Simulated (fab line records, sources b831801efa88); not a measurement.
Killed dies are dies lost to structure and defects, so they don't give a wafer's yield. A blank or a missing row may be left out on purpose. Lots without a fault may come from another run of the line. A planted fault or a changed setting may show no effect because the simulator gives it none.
Which tool did it? | flow gf180mcu | 13 lots, 39 wafers sampled, at 3 steps of a route of 602

WHAT THE GAUGES READ, wafer by wafer
GF_M1_THK_MEAS_06: measures by xrf. Usual: M1_ALCU_THK 444 nm, standard deviation 5.1.
lot  | measured     | on            | M1_ALCU_THK (nm) | flag
L979 | day 16 13:12 | film_metro-03 | 446 446 445      |
L987 | day 19 12:17 | film_metro-01 | 451 445 450      |
L988 | day 19 17:28 | film_metro-03 | 446 440 442      |
L989 | day 20 08:22 | film_metro-03 | 448 450 451      |
L990 | day 20 10:58 | film_metro-03 | 440 439 442      |
L991 | day 21 00:35 | film_metro-01 | 444 443 440      |
L993 | day 21 11:59 | film_metro-03 | 437 446 442      |
L995 | day 22 07:12 | film_metro-04 | 448 442 444      |
L996 | day 22 19:13 | film_metro-01 | 449 444 445      |
L997 | day 22 23:46 | film_metro-03 | 441 438 438      |
L999 | day 23 19:17 | film_metro-04 | 447 443 449      |
L100 | day 24 00:13 | film_metro-04 | 441 439 435      |
L101 | day 24 09:07 | film_metro-01 | 434 439 436      |

GF_V1_THK_MEAS_03. Usual: V1_CVD_02_THK 850 nm, standard deviation 12.
lot  | measured     | on            | V1_CVD_02_THK (nm) | flag
L979 | day 17 12:43 | film_metro-02 | 838 859 850        |
L987 | day 20 13:28 | film_metro-01 | 854 868 858        |
L988 | day 20 18:34 | film_metro-03 | 844 863 858        |
L989 | day 21 09:34 | film_metro-01 | 841 848 847        |
L990 | day 21 12:01 | film_metro-01 | 852 862 868        |
L991 | day 22 01:58 | film_metro-02 | 849 856 866        |
L993 | day 22 12:22 | film_metro-01 | 838 839 843        |
L995 | day 23 06:40 | film_metro-03 | 845 875 861        |
L996 | day 23 19:13 | film_metro-03 | 841 851 852        |
L997 | day 23 23:47 | film_metro-01 | 844 856 852        |
L999 | day 24 18:45 | film_metro-02 | 828 837 844        |
L100 | day 24 23:26 | film_metro-03 | 823 837 840        |
L101 | day 25 07:20 | film_metro-02 | 829 841 855        |

WHICH TOOL RAN EACH LOT (tool, then ch and the chambers of the sampled wafers, then the start)
lot  | GF_CONTACT_ETCH_16
L979 | rie_diel-01 ch 0,3, day 16 11:41
L987 | rie_diel-03 ch 0,1,3, day 19 10:47
L988 | rie_diel-01 ch 0,1,2, day 19 15:53
L989 | rie_diel-04 ch 0,1, day 20 06:53
L990 | rie_diel-03 ch 0,3, day 20 09:29
L991 | rie_diel-04 ch 1,2,3, day 20 23:05
L993 | rie_diel-01 ch 0,1,2, day 21 10:29
L995 | rie_diel-03 ch 1,2,3, day 22 05:43
L996 | rie_diel-03 ch 0,1, day 22 17:44
L997 | rie_diel-04 ch 0,2,3, day 22 22:17
L999 | rie_diel-03 ch 0,1, day 23 17:47
L100 | rie_diel-03 ch 0,1,2, day 23 22:43
L101 | rie_diel-01 ch 0,2,3, day 24 07:36
- GF_CONTACT_ETCH_16: etches BARC in N2/H2.

WHAT THE TOOLS THEMSELVES READ (means of the sampled wafers that have a number; where no wafer has one, the mark that the record gives instead)
GF_CONTACT_ETCH_16. Usual: drypump_motor_current_A 5.7 A, standard deviation 0.36; oes_product_au 0.854 a.u., standard deviation 0.0048; rf_fwd_power_W 494.5 W, standard deviation 2.4; throttle_valve_pct 13.225 %, standard deviation 0.0096.
lot  | tool        | drypump_motor_current_A (A) | oes_product_au (a.u.) | rf_fwd_power_W (W) | throttle_valve_pct (%) | flag
L979 | rie_diel-01 | 5.8                         | 0.853                 | 491.1              | 13.214                 |
L987 | rie_diel-03 | 5.6                         | 0.858                 | 493.9              | 13.229                 |
L988 | rie_diel-01 | 5.6                         | 0.852                 | 494.4              | 13.215                 |
L989 | rie_diel-04 | 5.6                         | 0.855                 | 495.8              | 13.221                 |
L990 | rie_diel-03 | 5.8                         | 0.854                 | 493.3              | 13.234                 |
L991 | rie_diel-04 | 6.1                         | 0.856                 | 493.4              | 13.217                 |
L993 | rie_diel-01 | 5.7                         | 0.852                 | 494.2              | 13.221                 |
L995 | rie_diel-03 | 5.6                         | 0.854                 | 495.3              | 13.238                 |
L996 | rie_diel-03 | 5.8                         | 0.852                 | 493.7              | 13.220                 |
L997 | rie_diel-04 | 6.0                         | 0.848                 | 493.9              | 13.223                 |
L999 | rie_diel-03 | 5.8                         | 0.847                 | 492.2              | 13.221                 |
L100 | rie_diel-03 | 5.7                         | 0.852                 | 495.0              | 13.231                 |
L101 | rie_diel-01 | 5.9                         | 0.853                 | 493.6              | 13.223                 |

THE ANSWER, worked out from the rows above alone
Rule: a lot is off if the mean of its wafers that have a number lies more than 3 standard deviations from the usual mean. A lot without any number at a reading at which 4 lots or more have one is off too. The other lots that the step has rows for count as sound. The gauges are gone through in route order, then the tools' own readings, and for those a lot's mean is taken as printed above. The first step at which some lot is off is used, and at that step the reading that is off furthest; a lot without a number counts as furthest.
No lot is off at any reading shown: from this, nothing can be told.

WHAT THE SIMULATOR HAD PUT IN
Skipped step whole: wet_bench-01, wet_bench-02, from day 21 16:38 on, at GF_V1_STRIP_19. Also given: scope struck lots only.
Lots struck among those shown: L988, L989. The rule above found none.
